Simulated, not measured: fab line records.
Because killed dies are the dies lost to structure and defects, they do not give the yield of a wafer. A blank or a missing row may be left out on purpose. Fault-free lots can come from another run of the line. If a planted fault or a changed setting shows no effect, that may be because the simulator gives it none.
Struck lot and sound lot, side by side + flow sky130 + 15 steps out of a route of 708
Sound: these wafers, L793.4, L793.5, L793.6. Wafers struck: L791.1, L791.2, L791.5. The cause is given at the end.
For every step that has rows: the tool of each side, followed by ch and its chambers, followed by its first start. Under that, the readings that differ: sound wafers + struck wafers + difference of the means + sigmas: that difference in standard deviations of wafers without a fault.
alike: a reading whose means differ by less than 2 such deviations, as well as words and numbers matching on both sides. not compared: withheld readings; readings where some wafer has no value; bounds like >300 that might hide an equal value; numbers whose values overlap and for which the record gives no deviation.
A row with sigmas, a row that says differs or no value, or rows on one side alone: a step with any of these is where the two part. Numbers that don't overlap but have no deviation are shown without sigmas and don't part them. A reading that every wafer of one side lacks parts them only if that side has two wafers or more.

SKY_VIA2_ETCH_15: etches SiO2 in C4F8/O2/Ar, stops on TiN, target depth 546 nm, time 84 s.
  sound on rie_diel-01 ch 0,2,3, day 41 11:32; struck on rie_diel-02 ch 0,3, day 40 12:20
  alike: oes_product_au
  not compared: rf_hours_counter_h
SKY_VIA2_STRIP_16: strips in O2/N2.
  sound on plasma_asher-01 ch 0,1, day 41 11:38; struck on plasma_asher-02 ch 0,1, day 40 12:24
  alike: drypump_motor_current_A, oes_product_au, strip_time_to_endpoint_s
  not compared: rf_hours_counter_h
then, 4 steps without rows for these wafers: SKY_VIA2_STRIP_17 (strips in post etch residue remover, time 1200 s); SKY_VIA2_CLEAN_18 (cleans in IPA, time 180 s); SKY_VIA2_CLEAN_19 (cleans in O3/DIW); SKY_VIA2_SPUTTER_20 (material TiN, target thk 20 nm, time 80 s).
SKY_VIA2_CVD_21: deposits W, target thk 420 nm, time 126.4 s.
  sound on cvd_w-01 ch 0,1, day 41 12:19; struck on cvd_w-01 ch 0,1, day 40 13:04
  alike: heater_power_w
SKY_VIA2_RS_MEAS_22: a four-point-probe measurement.
  struck on film_metro-04, day 40 13:11; sound on film_metro-03, day 41 12:28
  alike: VIA2_W_RS
SKY_VIA2_THK_MEAS_23: measures by xrf.
  struck on film_metro-04, day 40 13:19; sound on film_metro-03, day 41 12:33
| reading         | sound       | struck      | difference | sigmas |
|-----------------|-------------|-------------|------------|--------|
| VIA2_W_THK (nm) | 403 396 394 | 409 409 409 | +11        | +2     |
SKY_VIA2_CMP_24: polishes, stops on SiO2, t overpolish 20 s, target thk 0 nm.
  sound on cmp-01 ch 0,1, day 41 12:42; struck on cmp-02 ch 0,1,2, day 40 13:22
  alike: motor_current_A, overpolish_run_s, platen_rpm, retaining_ring_pressure_frac, slurry_flow_ml_min, time_to_endpoint_s
then, 2 steps without rows for these wafers: SKY_METAL3_SPUTTER_00 (material Ti, target thk 15 nm, time 10 s); SKY_METAL3_SPUTTER_01 (material TiN, target thk 20 nm, time 16.7 s).
SKY_METAL3_SPUTTER_02: material AlCu, target thk 735 nm, time 39.1 s.
  struck on pvd_sputter-01, day 40 13:43; sound on pvd_sputter-01, day 41 13:00
  no value came back on the struck wafers for cathode_dc_power_W (W), chamber_pressure_pa (Pa), throttle_valve_pct (%); on the sound wafers cathode_dc_power_W (W) reads 10602 10596 10598
SKY_METAL3_SPUTTER_03: material Ti, target thk 5 nm, time 3.3 s.
  struck on pvd_sputter-01, day 40 13:45; sound on pvd_sputter-01, day 41 13:02
  alike: cathode_dc_power_W, chamber_pressure_pa, throttle_valve_pct
-- the record jumps here: 9 days lie between the struck wafers' starts before and after (it left off in module METAL3 and takes up again in module PAD_OPEN, whose first step shown is number 708 of the route) --
SKY_PAD_OPEN_PROBE_99:
  struck on prober-01, day 49 07:53; sound on prober-01, day 49 21:53
| reading                  | sound          | struck                                                                     | difference                   | sigmas |
|--------------------------|----------------|----------------------------------------------------------------------------|------------------------------|--------|
| hold                     | - - -          | await_dispo/3.8h/release await_dispo/3.8h/release await_dispo/3.8h/release | no value on the sound wafers |        |
| defect_limited_yield (%) | 84.6 85.0 87.6 | 0 0 0                                                                      | -86                          | -43    |
| killed_at_M0_to_M3       | 37 34 27       | 445 451 451                                                                | +416                         | +61    |
| killed_dies              | 76 74 61       | 492 492 492                                                                | +422                         | +43    |
| killed_on_rim            | 11 17 14       | 96 96 96                                                                   | +82                          | +20    |
| killed_short             | 34 33 26       | 50 41 52                                                                   | +17                          | +3     |
| sort_bin_5_function (%)  | 8.9 8.7 7.9    | 90.2 92.9 90.7                                                             | +82.8                        | +59    |
| sort_bin_6_memory (%)    | 5.9 5.7 4.1    | 8.7 6.3 7.7                                                                | +2.3                         | +2     |
| sort_n_pass              | 416 418 431    | 0 0 0                                                                      | -422                         | -43    |
| sort_yield_pct (%)       | 84.6 85.0 87.6 | 0 0 0                                                                      | -86                          | -43    |
  alike: killed_at_M4_up, killed_at_contacts, killed_at_front_end, killed_at_other, killed_open, sort_bin_3_pad_short

## WHERE THEY PART
Earliest at SKY_VIA2_THK_MEAS_23; latest, in this record, at SKY_PAD_OPEN_PROBE_99.

WHY: what had been put in by the simulator
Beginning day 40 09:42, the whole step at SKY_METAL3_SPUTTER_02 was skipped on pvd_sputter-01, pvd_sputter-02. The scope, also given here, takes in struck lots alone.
